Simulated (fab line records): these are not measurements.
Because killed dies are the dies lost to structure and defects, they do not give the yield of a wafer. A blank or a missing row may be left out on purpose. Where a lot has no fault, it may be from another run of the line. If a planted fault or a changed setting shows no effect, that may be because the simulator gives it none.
One fault seen from 2 desks :: flow gf180mcu :: every desk sees just its own numbers, and what lay behind them comes last

## AT THE METROLOGY DESK
What the gauges read, lot by lot, whatever tool the lot ran on: means of the sampled wafers that have a number. Marked OUT: a lot whose mean sits more than 4 standard deviations from the usual mean, which makes it out of limits; the brackets give that distance.
Columns: A = MVSD_TW at GF_MVSD_TW_MEAS_11, usual 1599; B = MVSD_RS at GF_VT_IMPLANT_RS_MEAS_46, usual 456.8 ohm/sq
lot: L385
first seen here: day 4 10:26
A: 1578
B: 455.7

lot: L388
first seen here: day 5 04:58
A: 1607
B: 457.3

lot: L390
first seen here: day 5 15:24
A: 1589
B: 458.0

lot: L391
first seen here: day 6 00:16
A: 1615
B: 456.7

lot: L393
first seen here: day 6 09:42
A: 1600
B: 458.3

lot: L396
first seen here: day 7 02:58
A: 1625
B: 456.5

lot: L397
first seen here: day 7 07:41
A: 1450 (-12) OUT
B: 544.4 (+73) OUT

lot: L398
first seen here: day 7 12:59
A: 1460 (-12) OUT
B: 548.6 (+76) OUT

lot: L399
first seen here: day 7 19:17
A: 1600
B: 457.3

lot: L404
first seen here: day 9 02:32
A: 1600
B: 456.8

lot: L406
first seen here: day 9 16:42
A: 1584
B: 456.6
Finding of this desk: L397, L398 out of limits, first seen on L397 at day 7 07:41 (MVSD_TW at GF_MVSD_TW_MEAS_11). In limits: L385, L388, L390, L391, L393, L396, L399, L404, L406.

## THE TOOL OWNER'S DESK: implanter-03
The tool's own readings at GF_MVSD_IMPLANT_08: means of the sampled wafers that have a number, for each lot that ran on this tool. Marked OUT: a lot whose mean sits more than 4 standard deviations from the usual mean, which makes it out of limits; the brackets give that distance.
Columns: A = dose ions cm2 at GF_MVSD_IMPLANT_08, usual 1.5998e+13; B = faraday current uA at GF_MVSD_IMPLANT_08, usual 90.3; C = tilt deg at GF_MVSD_IMPLANT_08, usual 0.002 degrees
lot: L385
first seen here: day 4 10:03
A: 1.5978e+13
B: 88.6
C: 0.017

lot: L388
first seen here: day 5 04:37
A: 1.6006e+13
B: 88.4
C: -0.009

lot: L390
first seen here: day 5 15:01
A: 1.5997e+13
B: 91.6
C: -0.009

lot: L397
first seen here: day 7 07:17
A: 1.1215e+13 (-99 or more) OUT
B: 63.4 (-13) OUT
C: -0.017

lot: L398
first seen here: day 7 12:35
A: 1.1216e+13 (-99 or more) OUT
B: 62.3 (-14) OUT
C: 0.043
This desk's finding: out of limits on L397, L398; first on L397, day 7 07:17 (dose ions cm2 at GF_MVSD_IMPLANT_08). In limits: L385, L388, L390.

## PUT TOGETHER
An alarm could have come from the tool owner's desk at day 7 07:17, on L397, L398.
An alarm was possible from the metrology desk at day 7 07:41, on L397, L398.
The lots listed all ran GF_MVSD_IMPLANT_08 on implanter-03.

## WHAT THE SIMULATOR PUT IN
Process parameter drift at GF_MVSD_IMPLANT_08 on implanter-03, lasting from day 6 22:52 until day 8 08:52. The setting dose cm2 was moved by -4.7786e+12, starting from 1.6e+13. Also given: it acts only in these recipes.
Shown lots that were struck: L397, L398.
Time in hours from fault onset to the first out-of-limits reading at each desk: tool owner's desk 8, metrology desk 9.
